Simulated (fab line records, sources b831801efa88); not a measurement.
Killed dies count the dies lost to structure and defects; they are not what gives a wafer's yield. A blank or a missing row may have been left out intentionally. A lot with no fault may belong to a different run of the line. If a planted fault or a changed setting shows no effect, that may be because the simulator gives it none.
Problem report in the 8D (eight disciplines) form, filled by code    flow sky130    the parts of the form that need people (team, actions taken, sign-off) are left out

## 1. PROBLEM STATEMENT
CAP2M_TIN_RS at SKY_CAP2M_RS_MEAS_03 reads a mean of 12.87 ohm/sq on 6 wafers of 2 lots; wafers without a fault read 6.88 ohm/sq with a standard deviation of 0.076. That is +79 standard deviations from the usual mean.
The step: measures by four-point-probe.
First observed at day 44 21:04: wafer L712.1, on film_metro-04. The record holds 33 wafers of 11 lots with a number at this step. The rule behind "out" and "out of limits": a value lying over 4 standard deviations away from the usual mean. Any other wafer with a number is counted as sound.

## 2. WHAT IT IS AND WHAT IT IS NOT
question                     is                      is not
which readings at this step  CAP2M_TIN_RS            -
which lots                   L712, L714              L695, L697, L698, L701, L702, L703, L704, L710, L715
which wafers of those lots   all that have a number  -
read on which gauges         film_metro-04           film_metro-01, film_metro-03
when                         from day 44 21:04       up to then (24 sound wafers); but 3 sound wafers of L715 came after

## 3. THE SUSPECTS, EACH WITH WHAT RULES IT OUT
Counting: any tool at a process step up to the reading is kept as a suspect provided that every lot that is out went through it and no sound lot did after the first of them.
- the gauge at SKY_CAP2M_RS_MEAS_03 is ruled out. All the wafers that are out were read on film_metro-04, but those of them that SKY_CAP2M_SPUTTER_02 has rows for are out there too, on other tools.
- plasma_asher-04 at SKY_METAL3_STRIP_19 (strips in O2/N2): kept. All lots that are out passed through it, beginning with L712 at day 43 20:16, and no sound lot followed; its final sound lot before that point was L704 at day 41 20:50.
- pvd_sputter-01 at SKY_CAP2M_SPUTTER_02 (material TiN, target thk 200 nm, time 166.7 s): kept. All lots that are out passed through it, beginning with L712 at day 44 20:58, and no sound lot followed; its final sound lot before that point was L710 at day 44 07:53. Out on those wafers are its own readings of cathode_dc_power_W.
The count leaves pvd_sputter-01 at SKY_CAP2M_SPUTTER_02 and plasma_asher-04 at SKY_METAL3_STRIP_19.

## 4. THE CAUSE (what the simulator had put in)
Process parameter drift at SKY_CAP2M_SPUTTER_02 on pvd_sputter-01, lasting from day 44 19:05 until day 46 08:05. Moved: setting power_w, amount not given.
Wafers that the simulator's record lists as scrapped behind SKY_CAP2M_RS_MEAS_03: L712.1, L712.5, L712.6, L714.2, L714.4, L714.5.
2 suspects survive the count, and this tool is in that group.

## 5. THE EFFECT CHAIN, in route order
Rows list readings where the struck wafers' mean (over those with a number) sits beyond 3 standard deviations from the usual. Only readings for which the record gives a usual standard deviation are gone through. hours: the time from each lot's start at the first step in this table that gives one to its start at this step, as a median over the lots. sigmas: the change in usual standard deviations.
hours  step                  reading             usual        on struck wafers  change   sigmas
0      SKY_CAP2M_SPUTTER_02  cathode_dc_power_W  6500.0 W     3516.6            -2983.4  -99 or more
0      SKY_CAP2M_RS_MEAS_03  CAP2M_TIN_RS        6.88 ohm/sq  12.87             +5.99    +79
Its process steps:
- SKY_CAP2M_SPUTTER_02: material TiN, target thk 200 nm, time 166.7 s.

## 6. WHAT WOULD HAVE CAUGHT IT SOONER
In this record the first reading out of limits at a measuring or inspecting step was taken at day 44 21:04, 2 hours after the fault began at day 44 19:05.
Tool's own readings at SKY_CAP2M_SPUTTER_02, cathode_dc_power_W: out on all struck wafers the step has rows for; an alarm limit on them would have tripped on the first.
L714, from the lots that are out (2), started SKY_CAP2M_SPUTTER_02 on pvd_sputter-01 later than day 44 21:04. Had the tool been put on hold then, it would have been spared.
